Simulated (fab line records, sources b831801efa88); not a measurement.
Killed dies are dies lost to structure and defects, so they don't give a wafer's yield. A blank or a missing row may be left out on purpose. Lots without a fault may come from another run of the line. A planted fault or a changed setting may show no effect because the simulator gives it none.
fab line records | flow sky130
record lots=6 wafers=17 last_day=50
route steps=708 shown FIELD_ISO@3 PAD_OPEN@708
lots that met no fault: from a run of the same line without faults
start_h: hours from the record's first day to the start of the lot's first wafer shown | wait_h: hours since the lot's step before | " the same as in the row above | L1.1+2: a row that stands for several wafers | - no value, or no start given | * or withheld: withheld | < > ~ a bound
route shown NAME@n: a module of which the file shows steps, and the number in the route of the first | usual: mean/standard deviation of fault-free wafers | same: alike in all rows | chamber/n: place in a boat | sites: the reading at each site | _std_site: their standard deviation | _edge_site: outer sites' mean less inner sites' | radius_mm: how far each site lies from the wafer's centre | mask NAME#n: copy n | behind: the tool/chamber that last shaped the wafer | hold: why the lot was held/for how many hours/how that ended | device: the transistor (n, p or np) that didn't switch | end of line: the same wafers' tests at the end of the route | a step without rows: its recipe alone | killed: dies lost to structure and defects at the first sort, not the wafer's yield | map: a wafer's dies, x killed, . not, _ none there
set.NAME: the setting as run; set.NAME@STEP: as run at that earlier step | model.NAME: the simulator's own value behind a step, which no gauge read
lots at some steps of the route; a table a step, a row a wafer
services: from which hour (start_h, from the record's first day; less than 0 if before it) a tool's chamber was out of use, for how many hours, and why
## steps
# step SKY_FIELD_ISO_THK_MEAS_02
# recipe reads=SiO2_of_FIELD_ISO_OXIDATION_01
# usual FIELD_ISO_OXIDATION_00_THK=12.03/0.22
# columns lot.wafer tool chamber start_h wait_h FIELD_ISO_OXIDATION_00_THK[nm]
L700.4 film_metro-04 - 36.66 0.0 12.06
L700.5 " - " " 12.03
L700.6 " - " " 12.30
L701.2 film_metro-03 - 42.68 0.0 12.07
L701.5 " - " " 12.15
L701.6 " - " " 12.15
L710.3 film_metro-02 - 86.74 0.0 12.07
L710.5 " - " " 12.21
L711.4 film_metro-02 - 91.66 0.0 11.70
L711.5 " - " " 11.80
L711.6 " - " " 12.06
L713.2 film_metro-03 - 102.91 0.0 12.02
L713.4 " - " " 12.00
L713.6 " - " " 12.01
L715.1 film_metro-04 - 112.48 0.0 11.49
L715.4 " - " " 11.87
L715.5 " - " " 11.87
# step SKY_FIELD_ISO_CVD_03
# recipe material=Si3N4 precursor=DCS/NH3 target_thk_nm=165 temp_c=770 time_s=2830 pressure_mtorr=250
# step SKY_FIELD_ISO_THK_MEAS_04
# recipe reads=Si3N4_of_FIELD_ISO_CVD_03
# usual FIELD_ISO_CVD_03_THK=165.1/2.2
# columns lot.wafer tool chamber start_h wait_h FIELD_ISO_CVD_03_THK[nm]
L700.4 film_metro-03 - 38.51 0.0 168.8
L700.5 " - " " 167.9
L700.6 " - " " 169.1
L701.2 film_metro-02 - 44.53 0.0 165.5
L701.5 " - " " 165.8
L701.6 " - " " 163.8
L710.3 film_metro-03 - 90.03 0.0 166.1
L710.5 " - " " 166.3
L711.4 film_metro-02 - 93.51 0.0 163.3
L711.5 " - " " 163.2
L711.6 " - " " 162.7
L713.2 film_metro-02 - 104.75 0.0 164.2
L713.4 " - " " 165.6
L713.6 " - " " 165.7
L715.1 film_metro-02 - 114.33 0.0 163.4
L715.4 " - " " 164.6
L715.5 " - " " 164.7
# step SKY_FIELD_ISO_DEHYDRATE_05
# recipe temp_c=200 time_s=60
# step SKY_FIELD_ISO_HMDS_06
# recipe prime_time_s=60 prime_temp_c=120
# step SKY_FIELD_ISO_COAT_07
# recipe resist=BARC temp_c=withheld time_s=withheld spin_rpm=3000 resist_thk_nm=60
# step SKY_FIELD_ISO_COAT_08
# recipe resist=KrF-thick spin_rpm=3000 resist_thk_nm=450
# step SKY_FIELD_ISO_SOFTBAKE_09
# recipe temp_c=100 time_s=90 resist=KrF-thick
# step SKY_FIELD_ISO_EXPOSE_10
# recipe mask_id=FOM na=0.68 source_shape=annular sigma_inner=0.4 sigma_outer=0.8 target_cd_nm=150 dose_mj=28
# step SKY_FIELD_ISO_PEB_11
# recipe peb_temp_c=withheld peb_time_s=withheld resist=KrF-thick
# step SKY_FIELD_ISO_DEVELOP_12
# recipe develop_time_s=60 resist=KrF-thick dev_temp_c=21
# step SKY_FIELD_ISO_CD_MEAS_13
# recipe target_cd_nm=150
# usual cd_nm=149.6/1.3
# columns lot.wafer tool chamber start_h wait_h cd_nm
L700.4 cd_sem-02 - 54.82 - 150.2
L700.5 " - " " 150.4
L700.6 " - " " 150.9
L701.2 cd_sem-02 - 60.36 - 151.3
L701.5 " - " " 151.6
L701.6 " - " " 152.0
L710.3 cd_sem-01 - 108.80 - 150.1
L710.5 " - " " 150.0
L711.4 cd_sem-01 - 112.07 - 147.7
L711.5 " - " " 148.3
L711.6 " - " " 147.6
L713.2 cd_sem-01 - 123.33 - 148.2
L713.4 " - " " 148.9
L713.6 " - " " 149.4
L715.1 cd_sem-02 - 133.71 - 149.6
L715.4 " - " " 149.5
L715.5 " - " " 151.3
# step SKY_FIELD_ISO_ETCH_14
# recipe chemistry=N2/H2 target=BARC ion_energy_ev=200 source_w=500 bias_w=100 pressure_mtorr=30 n2_flow_sccm=100 h2_flow_sccm=200 stop_on=SiO2 time_s=45.9 target_depth_a=600
# usual drypump_motor_current_A=5.8/0.49 oes_product_au=0.855/0.0045 throttle_valve_pct=13.224/0.009
# columns lot.wafer tool chamber start_h wait_h drypump_motor_current_A oes_product_au rf_hours_counter_h throttle_valve_pct model.KrF-thick_of_FIELD_ISO_COAT_08.thk_nm model.etch.depth_nm model.FIELD_ISO.cd_nm
L700.4 rie_diel-02 0 54.88 0.0 6.5 0.860 8 13.224 394 60.05 150.4
L700.5 " 3 " " 5.3 0.855 - 13.228 391.9 60.03 150.1
L700.6 " 2 " " 5.9 0.856 - 13.238 394.3 60.11 150.3
L701.2 rie_diel-02 3 60.46 0.1 5.4 0.856 111 13.222 392 60.05 151.6
L701.5 " 3 " " 5.4 0.868 - 13.208 392.5 60.22 151.7
L701.6 " 0 " " 6.5 0.861 - 13.205 394.5 60.33 152
L710.3 rie_diel-02 1 108.88 0.1 5.4 0.824 90 13.204 401.8 55.99 153.4
L710.5 " 0 " " 6.5 0.822 - 13.218 403.2 56.26 153.4
L711.4 rie_diel-02 2 112.13 0.0 5.8 0.850 4 13.223 390.6 59.92 147.4
L711.5 " 2 " " 5.9 0.828 - 13.206 402.9 56.26 150.6
L711.6 " 3 " " 5.4 0.845 - 13.228 390.7 59.84 147.6
L713.2 rie_diel-03 0 123.43 0.1 6.8 0.862 104 13.234 391.4 60.39 148.3
L713.4 " 1 " " 6.2 0.852 7 13.219 393 60.28 149.2
L713.6 " 2 " " 5.9 0.862 - 13.234 391.6 60.28 149.5
L715.1 rie_diel-01 1 133.83 0.1 6.0 0.859 5 13.210 392 59.92 149.8
L715.4 " 3 " " 5.5 0.851 40 13.227 390.5 59.72 150.6
L715.5 " 2 " " 6.3 0.848 - 13.221 392.1 60 151.5
# step SKY_FIELD_ISO_ETCH_15
# recipe chemistry=CHF3/O2 target_depth_nm=180 stop_on=Si source_w=600 bias_w=200 pressure_mtorr=40 chf3_flow_sccm=50 O2_flow_sccm=5 time_s=72
# usual drypump_motor_current_A=5.8/0.49 oes_product_au=0.946/0.0088 throttle_valve_pct=8.844/0.0099
# columns lot.wafer tool chamber start_h wait_h drypump_motor_current_A oes_product_au rf_hours_counter_h throttle_valve_pct model.KrF-thick_of_FIELD_ISO_COAT_08.thk_nm
L700.4 rie_diel-02 0 54.92 0.0 6.5 0.961 8 8.850 237.9
L700.5 " 3 " " 5.3 0.957 - 8.850 236.6
L700.6 " 2 " " 5.8 0.962 - 8.855 241
L701.2 rie_diel-02 3 60.50 0.0 5.3 0.949 111 8.841 234.7
L701.5 " 3 " " 5.3 0.954 - 8.829 235.7
L701.6 " 0 " " 6.4 0.936 - 8.854 239.9
L710.3 rie_diel-02 1 108.92 0.0 5.4 0.906 90 8.831 247
L710.5 " 0 " " 6.5 0.927 - 8.832 245.9
L711.4 rie_diel-02 2 112.17 0.0 5.9 0.939 4 8.846 233.5
L711.5 " 2 " " 5.8 0.910 - 8.821 246.8
L711.6 " 3 " " 5.3 0.941 - 8.834 231.8
L713.2 rie_diel-03 0 123.47 0.0 6.8 0.947 104 8.842 237.9
L713.4 " 1 " " 6.2 0.948 7 8.834 237.9
L713.6 " 2 " " 5.9 0.953 - 8.852 235.7
L715.1 rie_diel-01 1 133.87 0.0 6.0 0.937 5 8.843 235.2
L715.4 " 3 " " 5.5 0.951 40 8.860 234.1
L715.5 " 2 " " 6.3 0.941 - 8.828 235.4
# step SKY_FIELD_ISO_STRIP_16
# recipe chemistry=O2/N2 power_w=1400 pressure_mtorr=1500 platen_temp_c=withheld o2_flow_sccm=3000 n2_flow_sccm=300 overash_fraction=0.5
# usual drypump_motor_current_A=5.5/0.38 oes_product_au=0.378/0.0042 strip_time_to_endpoint_s=3.553/0.026
# columns lot.wafer tool chamber start_h wait_h drypump_motor_current_A oes_product_au rf_hours_counter_h strip_time_to_endpoint_s
L700.4 plasma_asher-03 0 55.01 0.1 5.5 0.379 - 3.549
L700.5 " 1 " " 5.2 0.380 - 3.533
L700.6 " 0 " " 5.4 0.379 - 3.594
L701.2 plasma_asher-03 0 60.56 0.0 5.5 0.376 37 3.535
L701.5 " 1 " " 5.2 0.370 - 3.543
L701.6 " 0 " " 5.5 0.379 - 3.584
L710.3 plasma_asher-04 1 109.01 0.1 6.1 0.381 - 3.656
L710.5 " 1 " " 6.1 0.384 - 3.653
L711.4 plasma_asher-01 0 112.26 0.1 6.0 0.374 - 3.518
L711.5 " 0 " " 5.9 0.382 - 3.669
L711.6 " 1 " " 5.1 0.369 - 3.502
L713.2 plasma_asher-03 0 123.53 0.0 5.4 0.373 44 3.571
L713.4 " 0 " " 5.4 0.379 - 3.556
L713.6 " 0 " " 5.4 0.373 - 3.532
L715.1 plasma_asher-01 1 133.93 0.0 5.1 0.375 48 3.532
L715.4 " 1 " " 5.1 0.370 - 3.538
L715.5 " 0 " " 6.0 0.381 - 3.529
# step SKY_FIELD_ISO_ETCH_17
# recipe target_depth_a=3420 mask_material=Si3N4 chemistry=HBr/Cl2/O2 target=Si taper_deg=5 icp_w=600 bias_w=150 pressure_mtorr=15 HBr_flow_sccm=150 Cl2_flow_sccm=40 O2_flow_sccm=6 time_s=97.7
# usual drypump_motor_current_A=5.7/0.53 he_backside_leak_sccm=2.68/0.23 oes_product_au=0.998/0.0068 throttle_valve_pct=25.657/0.01
# columns lot.wafer tool chamber start_h wait_h drypump_motor_current_A he_backside_leak_sccm oes_product_au rf_hours_counter_h throttle_valve_pct model.FIELD_ISO.cd_nm
L700.4 rie_si-02 3 55.08 0.0 4.9 2.87 1.006 103 25.664 150.2
L700.5 " 3 " " 4.9 2.56 0.996 - 25.654 148.9
L700.6 " 0 " " 6.3 2.57 0.999 - 25.655 149.9
L701.2 rie_si-02 2 60.66 0.1 6.1 2.63 0.993 32 25.672 151
L701.5 " 0 " " 6.3 2.52 1.003 - 25.642 151.6
L701.6 " 2 " " 6.1 2.70 0.999 - 25.632 151.9
L710.3 rie_si-02 1 109.08 0.0 6.5 3.17 1.000 69 25.641 153.6
L710.5 " 2 " " 6.1 2.60 0.994 - 25.650 153.7
L711.4 rie_si-01 1 112.33 0.0 5.6 2.55 1.000 90 25.676 147.8
L711.5 " 1 " " 5.5 2.51 1.000 - 25.676 150.8
L711.6 " 0 " " 5.3 2.64 1.003 - 25.646 149.2
L713.2 rie_si-01 1 123.63 0.1 5.6 2.61 0.985 90 25.654 148.6
L713.4 " 0 " " 5.3 2.73 0.997 71 25.675 149.2
L713.6 " 0 " " 5.3 2.65 1.005 - 25.657 150.4
L715.1 rie_si-01 2 134.03 0.1 6.0 2.48 0.993 1 25.649 148.8
L715.4 " 1 " " 5.5 2.52 1.001 90 25.678 149.7
L715.5 " 2 " " 6.0 2.55 0.996 - 25.654 150.8
# step SKY_FIELD_ISO_WET_ETCH_18
# recipe chemistry=H3PO4 target_depth_nm=25 temp_c=160 target=Si3N4 time_s=286
# step SKY_PAD_OPEN_PROBE_99
# usual killed_at_M0_to_M3=43/6.9 killed_at_M4_up=3.2/1.6 killed_at_contacts=25/5.1 killed_at_front_end=16/4.5 killed_dies=87/8.9 killed_on_rim=16/3.6 killed_open=48/6.9 killed_short=39/6.3
# same gross_dies=492 killed_at_back_side=0 killed_at_other=0
# columns lot.wafer tool chamber start_h wait_h killed_at_M0_to_M3 killed_at_M4_up killed_at_contacts killed_at_front_end killed_dies killed_on_rim killed_open killed_short
L700.4 prober-01 - 1129.03 0.2 58 6 15 25 104 19 62 42
L700.5 prober-01 - 1129.08 0.2 37 6 31 18 92 22 49 43
L700.6 prober-01 - 1129.13 0.2 54 4 20 20 98 21 54 44
L701.2 prober-02 - 1131.62 0.1 39 1 24 19 83 14 43 40
L701.5 prober-02 - 1131.77 0.2 48 4 23 11 86 20 43 43
L701.6 prober-02 - 1131.82 0.2 47 5 31 21 104 25 59 45
L710.3 prober-01 - 1184.83 0.2 46 1 29 66 142 16 48 43
L710.5 prober-01 - 1184.93 0.2 41 2 29 37 109 24 54 35
L711.4 prober-02 - 1190.93 0.2 41 2 29 16 88 21 55 33
L711.5 prober-02 - 1190.98 0.2 43 2 24 28 97 22 46 35
L711.6 prober-02 - 1191.03 0.2 48 4 25 12 89 11 43 46
L713.2 prober-02 - 1196.02 0.1 38 5 23 10 76 13 43 33
L713.4 prober-02 - 1196.12 0.2 34 5 27 17 83 18 48 35
L713.6 prober-02 - 1196.22 0.2 50 4 25 13 92 22 53 39
L715.1 prober-01 - 1204.49 0.1 40 0 32 16 88 14 46 42
L715.4 prober-01 - 1204.64 0.2 47 3 25 24 99 16 53 46
L715.5 prober-01 - 1204.69 0.2 35 1 28 17 81 20 39 42
# killed by level:class
L700.4 VIA1:geometric_particle:open=14 VIA1:geometric_particle:short=9 CONTACT:geometric_particle:open=9 VIA3:geometric_particle:open=9 METAL1:geometric_particle:short=7 POLY_GATE:geometric_particle:short=6 FIELD_ISO:geometric_particle:open=5 LI_CONTACT:geometric_particle:open=5
L700.5 CONTACT:geometric_particle:open=11 LI_CONTACT:geometric_particle:open=9 VIA1:geometric_particle:open=9 FIELD_ISO:geometric_particle:short=7 LOCAL_INTERCONNECT:geometric_particle:short=6 METAL2:geometric_particle:short=5 METAL1:geometric_particle:short=4 VIA3:geometric_particle:short=4
L700.6 VIA1:geometric_particle:open=12 CONTACT:geometric_particle:open=9 VIA1:geometric_particle:short=9 METAL1:geometric_particle:short=8 VIA3:geometric_particle:open=7 LI_CONTACT:geometric_particle:open=6 SPACER:geometric_particle:open=4 METAL4:geometric_particle:short=4
L701.2 CONTACT:geometric_particle:open=9 VIA1:geometric_particle:open=9 POLY_GATE:geometric_particle:short=8 METAL2:geometric_particle:short=8 VIA2:geometric_particle:open=7 VIA3:geometric_particle:open=7 CONTACT:geometric_particle:short=6 FIELD_ISO:geometric_particle:short=4
L701.5 VIA1:geometric_particle:open=13 METAL2:geometric_particle:short=9 CONTACT:geometric_particle:open=8 VIA1:geometric_particle:short=6 LI_CONTACT:geometric_particle:open=5 VIA2:geometric_particle:open=5 CONTACT:geometric_particle:short=4 VIA3:geometric_particle:open=4
L701.6 CONTACT:geometric_particle:open=13 VIA1:geometric_particle:open=12 VIA3:geometric_particle:open=8 VIA2:geometric_particle:open=7 LI_CONTACT:geometric_particle:open=7 POLY_GATE:geometric_particle:open=6 CONTACT:geometric_particle:short=6 VIA1:geometric_particle:short=6
L710.3 FIELD_ISO:area_etch=51 VIA1:geometric_particle:open=10 LI_CONTACT:geometric_particle:open=9 CONTACT:geometric_particle:open=8 VIA2:geometric_particle:short=8 CONTACT:geometric_particle:short=7 VIA2:geometric_particle:open=7 METAL2:geometric_particle:short=6
L710.5 FIELD_ISO:area_etch=20 CONTACT:geometric_particle:open=11 LI_CONTACT:geometric_particle:open=10 VIA1:geometric_particle:open=9 VIA2:geometric_particle:open=7 VIA3:geometric_particle:open=7 VIA1:geometric_particle:short=6 FIELD_ISO:geometric_particle:short=5
L711.4 CONTACT:geometric_particle:open=12 LI_CONTACT:geometric_particle:open=10 VIA3:geometric_particle:open=9 VIA1:geometric_particle:open=7 VIA2:geometric_particle:open=7 FIELD_ISO:geometric_particle:short=6 FIELD_ISO:geometric_particle:open=5 LOCAL_INTERCONNECT:geometric_particle:short=5
L711.5 FIELD_ISO:area_etch=16 VIA1:geometric_particle:open=14 CONTACT:geometric_particle:open=10 POLY_GATE:geometric_particle:short=6 LI_CONTACT:geometric_particle:open=5 VIA2:geometric_particle:open=5 METAL1:geometric_particle:short=4 METAL3:geometric_particle:short=4
L711.6 VIA2:geometric_particle:open=7 LI_CONTACT:geometric_particle:open=7 VIA3:geometric_particle:open=7 VIA1:geometric_particle:short=6 VIA1:geometric_particle:open=6 CONTACT:geometric_particle:short=5 LOCAL_INTERCONNECT:geometric_particle:short=5 METAL2:geometric_particle:short=5
L713.2 CONTACT:geometric_particle:open=10 VIA1:geometric_particle:open=7 VIA2:geometric_particle:open=7 METAL1:geometric_particle:short=6 VIA3:geometric_particle:open=6 POLY_GATE:geometric_particle:short=5 LI_CONTACT:geometric_particle:open=5 LOCAL_INTERCONNECT:geometric_particle:short=3
L713.4 CONTACT:geometric_particle:open=12 VIA1:geometric_particle:open=12 LI_CONTACT:geometric_particle:open=7 LOCAL_INTERCONNECT:geometric_particle:short=5 POLY_GATE:geometric_particle:short=4 SPACER:geometric_particle:short=4 METAL3:geometric_particle:short=4 VIA1:geometric_particle:short=3
L713.6 VIA1:geometric_particle:open=14 VIA2:geometric_particle:open=8 CONTACT:geometric_particle:open=7 CONTACT:geometric_particle:short=7 LI_CONTACT:geometric_particle:open=6 METAL3:geometric_particle:short=6 FIELD_ISO:geometric_particle:short=5 POLY_GATE:geometric_particle:open=5
L715.1 CONTACT:geometric_particle:open=12 LI_CONTACT:geometric_particle:open=8 METAL1:geometric_particle:short=8 VIA2:geometric_particle:open=7 CONTACT:geometric_particle:short=6 VIA1:geometric_particle:open=6 VIA1:geometric_particle:short=6 FIELD_ISO:geometric_particle:short=4
L715.4 CONTACT:geometric_particle:open=12 FIELD_ISO:geometric_particle:short=10 METAL1:geometric_particle:short=9 FIELD_ISO:geometric_particle:open=8 LI_CONTACT:geometric_particle:open=8 VIA3:geometric_particle:open=7 VIA2:geometric_particle:open=7 VIA1:geometric_particle:short=6
L715.5 CONTACT:geometric_particle:open=13 VIA1:geometric_particle:open=8 FIELD_ISO:geometric_particle:short=7 LOCAL_INTERCONNECT:geometric_particle:short=5 VIA1:geometric_particle:short=5 VIA3:geometric_particle:open=5 LI_CONTACT:geometric_particle:open=4 CONTACT:geometric_particle:short=4
# map L710.3 (x killed, . not)
__________.xx...x.x._________
________..x..x........_______
______.........x........_____
_____.......x............____
____..x.x.....xx...x...x.x___
___................xxx.....__
__x....x.xx.x.x.x..x.....x.x_
_........xxx.xx......x.......
_.....xxxxxxxxx.x..x.....x...
_.x...xxxxxx.xxx...xxxx..x...
_...x.........xxxxx...xx.....
_.x.xxx....x..xxxx....x.x....
_......x....xxxxx.x.x.....x..
_...x.x.......xxx.xx....x....
_.......x..xx.xxxxxx.....xxx.
__......x..xx..xxxxx........_
___.x.....x...x.xx.x.......__
____x...........xx.x......___
_____.x........x.xxx.....____
______xx....x.x.xxx....._____
________.........x..x._______
__________......x..._________
# map L711.5 (x killed, . not)
__________x......x.._________
________....x........._______
______..xxx........x.xx._____
_____.......xxx..x.....x.____
____.x..x...x...........x.___
___x.x.....xx......x.......__
__..x.x.x.x.x..x.........x.._
_..x....x.xx...xx............
_..x.......x...x.............
_..x..x......x.......x.....x.
_.....xx.x.xxxx....x.x.x....x
_........xx....x...x....x.xx.
_x.......x...x...xx......x..x
_.........x.x...........xx...
_.x..........................
__x..x..x.x...x.......x..xx._
___x.........xx..x........x__
____xx.....x..........x...___
_____..xx................____
______.xx..............._____
________......x......._______
__________...x......_________
## services
# columns tool chamber start_h hours kind
rie_diel-03 2 44.60 6.8 repair
rie_diel-01 0 51.84 5.4 repair
plasma_asher-03 - 53.70 0.5 repair
rie_si-02 1 56.71 8.4 repair
plasma_asher-04 - 67.40 2.8 pm
plasma_asher-03 - 71.95 1.6 repair
rie_diel-03 3 73.64 7.1 repair
rie_diel-03 - 102.97 15.6 pm
rie_si-02 0 103.22 17.5 repair
rie_si-02 3 116.67 3.8 repair
rie_diel-03 - 122.10 0.5 repair
rie_si-01 3 127.46 3.9 repair
plasma_asher-04 - 133.93 1.1 repair
## key
first_sign step=SKY_FIELD_ISO_ETCH_14 reading=oes_product_au direction=down sigmas=6.8 usual=0.855 struck=0.825
effect step=SKY_FIELD_ISO_ETCH_15 reading=oes_product_au direction=down sigmas=3.6 usual=0.946 struck=0.914
effect step=SKY_FIELD_ISO_STRIP_16 reading=strip_time_to_endpoint_s direction=up sigmas=4.2 usual=* struck=*
effect step=SKY_PAD_OPEN_PROBE_99 reading=killed_at_front_end direction=up sigmas=6.3 usual=16 struck=44
model_effect step=SKY_FIELD_ISO_ETCH_14 value=KrF-thick_of_FIELD_ISO_COAT_08.thk_nm without=390.7 struck=402.7
model_effect step=SKY_FIELD_ISO_ETCH_15 value=KrF-thick_of_FIELD_ISO_COAT_08.thk_nm without=234.6 struck=246.6
model_effect step=SKY_FIELD_ISO_ETCH_17 value=FIELD_ISO.cd_nm without=150.3 struck=152.7
more_kills_born_at SKY_FIELD_ISO_ETCH_14@rie_diel-02=87
met_at SKY_FIELD_ISO_ETCH_14
struck_wafers L710.3,L710.5,L711.5
tester_left_out L710,L711
onset_between 60.46 108.88
fault kind=process_parameter_drift tool=rie_diel-02 chamber=- onset_h=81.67 steps=SKY_FIELD_ISO_ETCH_14 channel=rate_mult offset=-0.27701 shape=step end_h=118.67 scope=struck_wafers_only
# tester_left_out: of these lots the tester's yield and bins aren't shown, on N5 and GAA mostly nor the transistor test; their killed dies are dies lost to structure and defects alone, not to doping, threshold or leakage, so they don't give the yield
